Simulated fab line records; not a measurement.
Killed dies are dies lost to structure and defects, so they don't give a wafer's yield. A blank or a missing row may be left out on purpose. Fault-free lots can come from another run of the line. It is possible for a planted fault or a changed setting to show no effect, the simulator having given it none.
Lot-split experiment :: flow sky130 :: route with 708 steps; 5 lots, 23 wafers read

== ON THE SPLIT ==
At SKY_METAL2_SPUTTER_02 (material AlCu, target thk 250 nm, time 13.3 s), the setting power-w was moved away from the recipe's 10600 W on 7 of the 23 wafers read, by -9.0% to +9.6%. The other wafers ran this setting at the recipe's value.

== FROM THE SPLIT TO THE READING: what the file shows between them, 3 steps ==
- SKY_METAL2_SPUTTER_03: material Ti, target thk 5 nm, time 3.3 s
- SKY_METAL2_SPUTTER_04: material TiN, target thk 70 nm, time 58.3 s
- SKY_METAL2_RS_MEAS_05: measures by four-point-probe

== THE READING ==
METAL2_ALCU_THK, in nm, at SKY_METAL2_THK_MEAS_06 (measures by xrf). Typical for fault-free wafers on this fab line: 250.0 nm, with standard deviation 2.9 nm.

wafer: L074.1
tool, chamber at the split: pvd-sputter-02, -
power-w as run, W: 10600
against the recipe: recipe
METAL2_ALCU_THK, nm: 253.5
against lot-mates on the recipe: -

wafer: L074.2
tool, chamber at the split: pvd-sputter-02, -
power-w as run, W: 9647
against the recipe: -9.0%
METAL2_ALCU_THK, nm: 228.4
against lot-mates on the recipe: -22.7

wafer: L074.4
tool, chamber at the split: pvd-sputter-02, -
power-w as run, W: 9647
against the recipe: -9.0%
METAL2_ALCU_THK, nm: 228.3
against lot-mates on the recipe: -22.8

wafer: L074.5
tool, chamber at the split: pvd-sputter-02, -
power-w as run, W: 10600
against the recipe: recipe
METAL2_ALCU_THK, nm: 249.5
against lot-mates on the recipe: -

wafer: L074.6
tool, chamber at the split: pvd-sputter-02, -
power-w as run, W: 10600
against the recipe: recipe
METAL2_ALCU_THK, nm: 250.4
against lot-mates on the recipe: -

wafer: L078.1
tool, chamber at the split: pvd-sputter-01, -
power-w as run, W: 10600
against the recipe: recipe
METAL2_ALCU_THK, nm: 250.9
against lot-mates on the recipe: -

wafer: L078.2
tool, chamber at the split: pvd-sputter-01, -
power-w as run, W: 11570
against the recipe: +9.2%
METAL2_ALCU_THK, nm: 276.1
against lot-mates on the recipe: +24.6

wafer: L078.3
tool, chamber at the split: pvd-sputter-01, -
power-w as run, W: 10600
against the recipe: recipe
METAL2_ALCU_THK, nm: 250.2
against lot-mates on the recipe: -

wafer: L078.5
tool, chamber at the split: pvd-sputter-01, -
power-w as run, W: 10600
against the recipe: recipe
METAL2_ALCU_THK, nm: 253.3
against lot-mates on the recipe: -

wafer: L078.6
tool, chamber at the split: pvd-sputter-01, -
power-w as run, W: 11570
against the recipe: +9.2%
METAL2_ALCU_THK, nm: 273.8
against lot-mates on the recipe: +22.3

wafer: L079.1
tool, chamber at the split: pvd-sputter-02, -
power-w as run, W: 10600
against the recipe: recipe
METAL2_ALCU_THK, nm: 247.6
against lot-mates on the recipe: -

wafer: L079.4
tool, chamber at the split: pvd-sputter-02, -
power-w as run, W: 10600
against the recipe: recipe
METAL2_ALCU_THK, nm: 247.1
against lot-mates on the recipe: -

wafer: L079.5
tool, chamber at the split: pvd-sputter-02, -
power-w as run, W: 10600
against the recipe: recipe
METAL2_ALCU_THK, nm: 246.2
against lot-mates on the recipe: -

wafer: L080.1
tool, chamber at the split: pvd-sputter-01, -
power-w as run, W: 10600
against the recipe: recipe
METAL2_ALCU_THK, nm: 248.7
against lot-mates on the recipe: -

wafer: L080.2
tool, chamber at the split: pvd-sputter-01, -
power-w as run, W: 10600
against the recipe: recipe
METAL2_ALCU_THK, nm: 248.2
against lot-mates on the recipe: -

wafer: L080.4
tool, chamber at the split: pvd-sputter-01, -
power-w as run, W: 10600
against the recipe: recipe
METAL2_ALCU_THK, nm: 246.4
against lot-mates on the recipe: -

wafer: L080.5
tool, chamber at the split: pvd-sputter-01, -
power-w as run, W: 10600
against the recipe: recipe
METAL2_ALCU_THK, nm: 247.9
against lot-mates on the recipe: -

wafer: L080.6
tool, chamber at the split: pvd-sputter-01, -
power-w as run, W: 10600
against the recipe: recipe
METAL2_ALCU_THK, nm: 245.9
against lot-mates on the recipe: -

wafer: L082.2
tool, chamber at the split: pvd-sputter-04, -
power-w as run, W: 11620
against the recipe: +9.6%
METAL2_ALCU_THK, nm: 275.3
against lot-mates on the recipe: +24.3

wafer: L082.3
tool, chamber at the split: pvd-sputter-04, -
power-w as run, W: 10600
against the recipe: recipe
METAL2_ALCU_THK, nm: 254.1
against lot-mates on the recipe: -

wafer: L082.4
tool, chamber at the split: pvd-sputter-04, -
power-w as run, W: 11620
against the recipe: +9.6%
METAL2_ALCU_THK, nm: 274.2
against lot-mates on the recipe: +23.2

wafer: L082.5
tool, chamber at the split: pvd-sputter-04, -
power-w as run, W: 10600
against the recipe: recipe
METAL2_ALCU_THK, nm: 247.9
against lot-mates on the recipe: -

wafer: L082.6
tool, chamber at the split: pvd-sputter-04, -
power-w as run, W: 11620
against the recipe: +9.6%
METAL2_ALCU_THK, nm: 275.2
against lot-mates on the recipe: +24.2

FIT RESULTS
A straight line over all 23 wafers: METAL2_ALCU_THK changes by +2.59 nm for each +1% of power-w; r = +0.98; the points scatter about the line by 2.4 nm.
The same after taking each lot's own level away (the mean of its wafers on the recipe; 23 wafers): +2.52 nm for each +1%; r = +0.99; scatter 1.5 nm.
On that fit, the largest move of power-w shifts the reading by 24 nm.
Measured against the standard deviation above, the lots' own levels, which go from 246.97 to 251.47 nm, span 1.6 times it.
Consequently the slope shifts little with the lot-to-lot level, the two slopes agreeing.
Check: for one of the wafers moved furthest among these (+9.6%), held out of the fit, the line's prediction against its lot-mates is +24.2 nm. Against them it came out at +24.3 nm.

== OTHER SPLITS ON THESE WAFERS ==
Before the reading, these wafers also passed through other splits. Each is held against what the fit with the lots' levels taken away leaves over:
other split on the same wafers: SKY_CONTACT_SPUTTER_23 chamber-pressure-pa
wafers away from the commonest value: 5
r with METAL2_ALCU_THK (lot level and that fit taken away): -0.01

other split on the same wafers: SKY_METAL1_SPUTTER_01 time-s
wafers away from the commonest value: 7
r with METAL2_ALCU_THK (lot level and that fit taken away): +0.11

other split on the same wafers: SKY_METAL1_DEVELOP_14 dev-temp-c
wafers away from the commonest value: 9
r with METAL2_ALCU_THK (lot level and that fit taken away): -0.19

other split on the same wafers: SKY_VIA1_HDPCVD_00 sih4-flow-sccm
wafers away from the commonest value: 6
r with METAL2_ALCU_THK (lot level and that fit taken away): -0.03

other split on the same wafers: SKY_VIA1_SPUTTER_20 time-s
wafers away from the commonest value: 6
r with METAL2_ALCU_THK (lot level and that fit taken away): +0.12

== THE WHOLE CHAIN: every reading that the file lists as answering this split, in the file's order ==
step: SKY_METAL2_SPUTTER_02
what it does: material AlCu, target thk 250 nm, time 13.3 s
reading: AlCu_of_METAL2_SPUTTER_02.thk-nm (the simulator's own value, which no gauge read)
change (the file's fit): +2.54 nm for each +1% of the setting
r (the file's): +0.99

step: SKY_METAL2_RS_MEAS_05
what it does: measures by four-point-probe
reading: METAL2_ALCU_RS
change (the file's fit): -0.00128 for each +1% of the setting
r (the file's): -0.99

step: SKY_METAL2_THK_MEAS_06
what it does: measures by xrf
reading: METAL2_ALCU_THK
change (the file's fit): +2.53 for each +1% of the setting
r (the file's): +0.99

== THE FILE'S OWN FIT ==
METAL2_ALCU_THK changes by +2.53 nm for each +1% of power-w, r = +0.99.
